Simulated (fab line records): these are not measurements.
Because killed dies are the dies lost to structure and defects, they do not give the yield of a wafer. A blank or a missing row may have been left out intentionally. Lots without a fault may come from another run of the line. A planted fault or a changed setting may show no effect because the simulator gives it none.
Shared-tool check -- flow gf180mcu -- Sampled: 12 lots, 36 wafers

== WHY IT WAS OPENED ==
Of 12 lots, 2 have the reading DUAL_GATE_OXIDATION_00_THK flagged at GF_DUAL_GATE_THK_MEAS_03. Wafers without a fault read 11.05 nm, standard deviation 0.19.
Rule: a lot is flagged in two cases, either no wafer of it has a number, or all its wafers with numbers fall more than 4 standard deviations from that mean. As for the other lots, they are considered sound.

lot,measured,on,"DUAL_GATE_OXIDATION_00_THK (nm), wafer by wafer",flag
L586,day 7 21:16,film-metro-02,11.06 11.02 11.16,
L588,day 8 12:42,film-metro-04,11.11 11.04 11.27,
L589,day 8 19:35,film-metro-03,11.09 11.01 11.21,
L590,day 9 00:30,film-metro-02,11.03 10.98 11.16,
L591,day 9 09:02,film-metro-03,11.01 11.16 11.01,
L592,day 9 18:40,film-metro-02,10.89 10.77 10.81,
L596,day 10 21:41,film-metro-04,10.78 10.93 10.73,
L597,day 11 01:18,film-metro-03,11.05 10.96 10.97,
L603,day 12 14:44,film-metro-04,11.49 11.27 11.41,
L604,day 12 22:34,film-metro-03,12.38 12.38 12.46,FLAGGED
L607,day 13 17:59,film-metro-02,12.21 12.53 12.34,FLAGGED
L608,day 14 05:27,film-metro-02,11.05 10.91 11.14,
The numbers of the flagged lots are 12.38 nm on average: +1.33 nm against the usual, or +7 standard deviations.

== WHICH TOOL EACH LOT WENT THROUGH ==
The record holds 1 process step before the reading, out of a route of 602 steps. In each cell: the tool, then ch and the chambers that the sampled wafers went through, then the start.
lot,flag,GF_DUAL_GATE_OXIDATION_02
L586,,"furnace-01 ch 0, day 7 19:50"
L588,,"furnace-02 ch 0, day 8 11:16"
L589,,"furnace-02 ch 0, day 8 18:08"
L590,,"furnace-01 ch 0, day 8 23:03"
L591,,"furnace-01 ch 0, day 9 07:35"
L592,,"furnace-02 ch 0, day 9 17:13"
L596,,"furnace-01 ch 0, day 10 20:14"
L597,,"furnace-02 ch 0, day 10 23:50"
L603,,"furnace-01 ch 0, day 12 13:17"
L604,FLAGGED,"furnace-02 ch 0, day 12 21:07"
L607,FLAGGED,"furnace-02 ch 0, day 13 16:32"
L608,,"furnace-01 ch 0, day 14 04:01"
These steps, and what they do:
- GF_DUAL_GATE_OXIDATION_02: stabilise 600 s, purge 300 s, target thk 10.887 nm.
- GF_DUAL_GATE_THK_MEAS_03

== FLAGGED OVER TOTAL, TOOL BY TOOL (the gauges that took the reading come last) ==
step,tool,lots run,flagged,share of the flagged lots,sound lots run after its first flagged lot
GF_DUAL_GATE_OXIDATION_02,furnace-01,6,0,none,-
GF_DUAL_GATE_OXIDATION_02,furnace-02,6,2,all,0
GF_DUAL_GATE_THK_MEAS_03,film-metro-02,5,1,some,1 (L608)
GF_DUAL_GATE_THK_MEAS_03,film-metro-03,4,1,some,0
GF_DUAL_GATE_THK_MEAS_03,film-metro-04,3,0,none,-

== WHAT IS ALLOWED BY THE TABLE ==
Rows of the table that ran each flagged lot: 1, that is furnace-02 at GF_DUAL_GATE_OXIDATION_02.
- furnace-02 at GF_DUAL_GATE_OXIDATION_02: 2 of its 6 lots flagged. It ran its last sound lot, L597, at day 10 23:50 and its first flagged lot, L604, at day 12 21:07: a fault with its onset between the two fits. Its own readings lie more than 4 standard deviations out on every wafer of the flagged lots: spike-tc-centre-C, spike-tc-lower-C, spike-tc-upper-C.
One tool is left: furnace-02 at GF_DUAL_GATE_OXIDATION_02.

== WHAT WAS PUT IN BY THE SIMULATOR ==
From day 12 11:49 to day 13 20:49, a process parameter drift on furnace-02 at GF_DUAL_GATE_OXIDATION_02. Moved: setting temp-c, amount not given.
Struck lots among those shown: L604, L607. The rule given above showed the same thing.
